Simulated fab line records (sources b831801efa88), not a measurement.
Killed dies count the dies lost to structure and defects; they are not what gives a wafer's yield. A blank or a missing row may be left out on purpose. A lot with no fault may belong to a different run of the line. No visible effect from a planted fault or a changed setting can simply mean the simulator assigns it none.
Chamber matching + flow sky130 + SKY_VIA2_CMP_24 on cmp-01: 4 sister chambers
The step polishes, stops on SiO2, t overpolish 20 s, target thk 0 nm. 14 wafers are shown with their chamber, then 7 later ones without.

## WAFERS, EACH WITH ITS CHAMBER
| wafer  | chamber | motor current A (A) | time to endpoint s (s) | slurry filter dp kPa (kPa) |
|--------|---------|---------------------|------------------------|----------------------------|
| L819.1 | 3       | 9.9                 | 102                    | 13.53                      |
| L819.2 | 1       | 11.9                | 108                    | 13.45                      |
| L819.5 | 1       | 11.3                | 107                    | 13.57                      |
| L821.1 | 0       | 10.2                | 108                    | 13.76                      |
| L821.3 | 3       | 9.9                 | 103                    | 13.55                      |
| L821.4 | 1       | 11.6                | 105                    | 13.49                      |
| L824.4 | 1       | 12.0                | 107                    | 13.47                      |
| L824.5 | 3       | 9.6                 | 103                    | 13.71                      |
| L824.6 | 2       | 11.4                | 101                    | 13.35                      |
| L826.2 | 0       | 10.3                | 106                    | 13.23                      |
| L826.3 | 3       | 9.3                 | 103                    | 13.74                      |
| L826.5 | 3       | 9.8                 | 102                    | 13.50                      |
| L832.1 | 3       | 9.5                 | 105                    | 13.38                      |
| L832.2 | 0       | 10.2                | 108                    | 13.53                      |

SIGNATURES (means of the wafers above)
| reading              | chamber 0 | chamber 1 | chamber 2 | chamber 3 | scatter within a chamber |
|----------------------|-----------|-----------|-----------|-----------|--------------------------|
| motor current A      | 10.233    | 11.700    | 11.400    | 9.667     | 0.245                    |
| time to endpoint s   | 107.33    | 106.75    | 101.00    | 103.00    | 1.16                     |
| slurry filter dp kPa | 13.5067   | 13.4950   | 13.3500   | 13.5683   | 0.155                    |
Rule: a wafer's distance from a chamber is the root of the sum, over the readings, of the square of ((its reading less the chamber's mean) divided by the reading's scatter). The wafer belongs to the nearest chamber; if the next one is less than 2 further off, it can't be placed. The scatter is the square root of a quotient: the sum, over the shown wafers, of each reading's squared deviation from its chamber's mean, divided by wafers minus chambers.

## WAFERS WITHOUT THEIR CHAMBER
| wafer  | motor current A (A) | time to endpoint s (s) | slurry filter dp kPa (kPa) |
|--------|---------------------|------------------------|----------------------------|
| L832.4 | 11.1                | 104                    | 13.53                      |
| L833.1 | 12.2                | 101                    | 13.54                      |
| L833.3 | 9.2                 | 103                    | 13.43                      |
| L833.6 | 10.3                | 109                    | 13.61                      |
| L838.3 | 10.0                | 101                    | 13.64                      |
| L838.5 | 12.2                | 100                    | 13.45                      |
| L838.6 | 10.1                | 100                    | 13.57                      |

## WHICH CHAMBER EACH ONE RAN IN
| wafer  | from the rows above          | in truth |
|--------|------------------------------|----------|
| L832.4 | can't be placed: 2 or 1 or 0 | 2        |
| L833.1 | can't be placed: 2 or 1      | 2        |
| L833.3 | 3                            | 3        |
| L833.6 | 0                            | 0        |
| L838.3 | 3                            | 3        |
| L838.5 | 2                            | 2        |
| L838.6 | 3                            | 3        |
Correct placement for 5 of the 7. Not placeable from these rows: 2 (in 2, the candidates include the true chamber). Number placed wrongly: 0.
